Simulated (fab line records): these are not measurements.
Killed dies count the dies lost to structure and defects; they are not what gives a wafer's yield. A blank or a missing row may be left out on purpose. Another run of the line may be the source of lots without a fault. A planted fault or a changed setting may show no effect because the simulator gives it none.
Lot-split experiment / flow gf180mcu / 23 wafers read across 5 lots, on a route 602 steps long

## ABOUT THE SPLIT
At GF_NSD_DEVELOP_06 (develop time 60 s), the setting dev_temp_c was moved away from the recipe's 23 C on 6 of the 23 wafers read, by -12.4% to -5.2%. All remaining wafers had this setting at the recipe value.

Split to reading: the file shows no intervening step.

## THE READING
At GF_NSD_CD_MEAS_07: cd_nm in nanometres, against a target cd of 400 nm. On this fab line, fault-free wafers typically give 399.8 nm with a standard deviation of 2.6 nm.

wafer=L075.1; tool, chamber at the split=litho_track-02, 0; dev_temp_c as run, C=23; against the recipe=recipe; cd_nm, nm=402.1; against lot-mates on the recipe=-
wafer=L075.2; tool, chamber at the split=litho_track-02, 0; dev_temp_c as run, C=23; against the recipe=recipe; cd_nm, nm=402.4; against lot-mates on the recipe=-
wafer=L075.3; tool, chamber at the split=litho_track-02, 0; dev_temp_c as run, C=21.19; against the recipe=-7.9%; cd_nm, nm=406.2; against lot-mates on the recipe=+3.8
wafer=L075.5; tool, chamber at the split=litho_track-02, 0; dev_temp_c as run, C=23; against the recipe=recipe; cd_nm, nm=402.7; against lot-mates on the recipe=-
wafer=L075.6; tool, chamber at the split=litho_track-02, 0; dev_temp_c as run, C=21.19; against the recipe=-7.9%; cd_nm, nm=409.3; against lot-mates on the recipe=+6.9
wafer=L076.1; tool, chamber at the split=litho_track-03, 0; dev_temp_c as run, C=20.14; against the recipe=-12.4%; cd_nm, nm=410.6; against lot-mates on the recipe=+8.6
wafer=L076.2; tool, chamber at the split=litho_track-03, 0; dev_temp_c as run, C=23; against the recipe=recipe; cd_nm, nm=402.8; against lot-mates on the recipe=-
wafer=L076.3; tool, chamber at the split=litho_track-03, 0; dev_temp_c as run, C=23; against the recipe=recipe; cd_nm, nm=400.8; against lot-mates on the recipe=-
wafer=L076.5; tool, chamber at the split=litho_track-03, 0; dev_temp_c as run, C=23; against the recipe=recipe; cd_nm, nm=402.5; against lot-mates on the recipe=-
wafer=L076.6; tool, chamber at the split=litho_track-03, 0; dev_temp_c as run, C=20.14; against the recipe=-12.4%; cd_nm, nm=409.1; against lot-mates on the recipe=+7.1
wafer=L079.1; tool, chamber at the split=litho_track-03, 0; dev_temp_c as run, C=21.8; against the recipe=-5.2%; cd_nm, nm=408.6; against lot-mates on the recipe=+4.1
wafer=L079.2; tool, chamber at the split=litho_track-03, 0; dev_temp_c as run, C=21.8; against the recipe=-5.2%; cd_nm, nm=409.6; against lot-mates on the recipe=+5.1
wafer=L079.3; tool, chamber at the split=litho_track-03, 0; dev_temp_c as run, C=23; against the recipe=recipe; cd_nm, nm=403.3; against lot-mates on the recipe=-
wafer=L079.4; tool, chamber at the split=litho_track-03, 0; dev_temp_c as run, C=23; against the recipe=recipe; cd_nm, nm=406.2; against lot-mates on the recipe=-
wafer=L079.5; tool, chamber at the split=litho_track-03, 0; dev_temp_c as run, C=23; against the recipe=recipe; cd_nm, nm=404.0; against lot-mates on the recipe=-
wafer=L080.1; tool, chamber at the split=litho_track-02, 0; dev_temp_c as run, C=23; against the recipe=recipe; cd_nm, nm=398.1; against lot-mates on the recipe=-
wafer=L080.2; tool, chamber at the split=litho_track-02, 0; dev_temp_c as run, C=23; against the recipe=recipe; cd_nm, nm=397.1; against lot-mates on the recipe=-
wafer=L080.6; tool, chamber at the split=litho_track-02, 0; dev_temp_c as run, C=23; against the recipe=recipe; cd_nm, nm=398.7; against lot-mates on the recipe=-
wafer=L085.1; tool, chamber at the split=litho_track-02, 0; dev_temp_c as run, C=23; against the recipe=recipe; cd_nm, nm=399.3; against lot-mates on the recipe=-
wafer=L085.2; tool, chamber at the split=litho_track-02, 0; dev_temp_c as run, C=23; against the recipe=recipe; cd_nm, nm=398.7; against lot-mates on the recipe=-
wafer=L085.4; tool, chamber at the split=litho_track-02, 0; dev_temp_c as run, C=23; against the recipe=recipe; cd_nm, nm=399.4; against lot-mates on the recipe=-
wafer=L085.5; tool, chamber at the split=litho_track-02, 0; dev_temp_c as run, C=23; against the recipe=recipe; cd_nm, nm=398.2; against lot-mates on the recipe=-
wafer=L085.6; tool, chamber at the split=litho_track-02, 0; dev_temp_c as run, C=23; against the recipe=recipe; cd_nm, nm=398.9; against lot-mates on the recipe=-

FIT RESULTS
A straight line over all 23 wafers: cd_nm changes by -0.827 nm for each +1% of dev_temp_c; r = -0.80; the points scatter about the line by 2.6 nm.
The same after taking each lot's own level away (the mean of its wafers on the recipe; 23 wafers): -0.662 nm for each +1%; r = -0.95; scatter 0.94 nm.
The reading moves by 8.2 nm for the largest change in dev_temp_c, on that fit.
The span of the lots' own levels, 397.97 to 404.50 nm, comes to 2.5 times the standard deviation stated above.
Hence the slope depends on the lot-to-lot level, as the two fits are not the same.
Check: for one of the wafers moved furthest among these (-12.4%), held out of the fit, the line's prediction against its lot-mates is +8.18 nm. Against them it came out at +8.57 nm.

## ADDITIONAL SPLITS CARRIED BY THESE WAFERS
These wafers also went through other splits before the reading. Each is held against what the fit with the lots' levels taken away leaves over:
other split on the same wafers=GF_DUAL_GATE_SOFTBAKE_07 temp_c; wafers away from the commonest value=7; r with cd_nm (lot level and that fit taken away)=-0.22
other split on the same wafers=GF_POLY_GATE_ETCH_13 time_s; wafers away from the commonest value=5; r with cd_nm (lot level and that fit taken away)=-0.13
other split on the same wafers=GF_HV_LDD_DEVELOP_06 develop_time_s; wafers away from the commonest value=11; r with cd_nm (lot level and that fit taken away)=+0.08
other split on the same wafers=GF_HV_LDD_COAT_14 resist_thk_nm; wafers away from the commonest value=4; r with cd_nm (lot level and that fit taken away)=+0.00
other split on the same wafers=GF_HV_LDD_IMPLANT_21 energy_kev; wafers away from the commonest value=10; r with cd_nm (lot level and that fit taken away)=-0.07
other split on the same wafers=GF_HV_LDD_DEVELOP_45 dev_temp_c; wafers away from the commonest value=9; r with cd_nm (lot level and that fit taken away)=-0.18
other split on the same wafers=GF_HV_LDD_IMPLANT_48 energy_kev; wafers away from the commonest value=7; r with cd_nm (lot level and that fit taken away)=+0.09

## FILE'S OWN FIT
cd_nm changes by -0.669 nm for each +1% of dev_temp_c, r = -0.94.
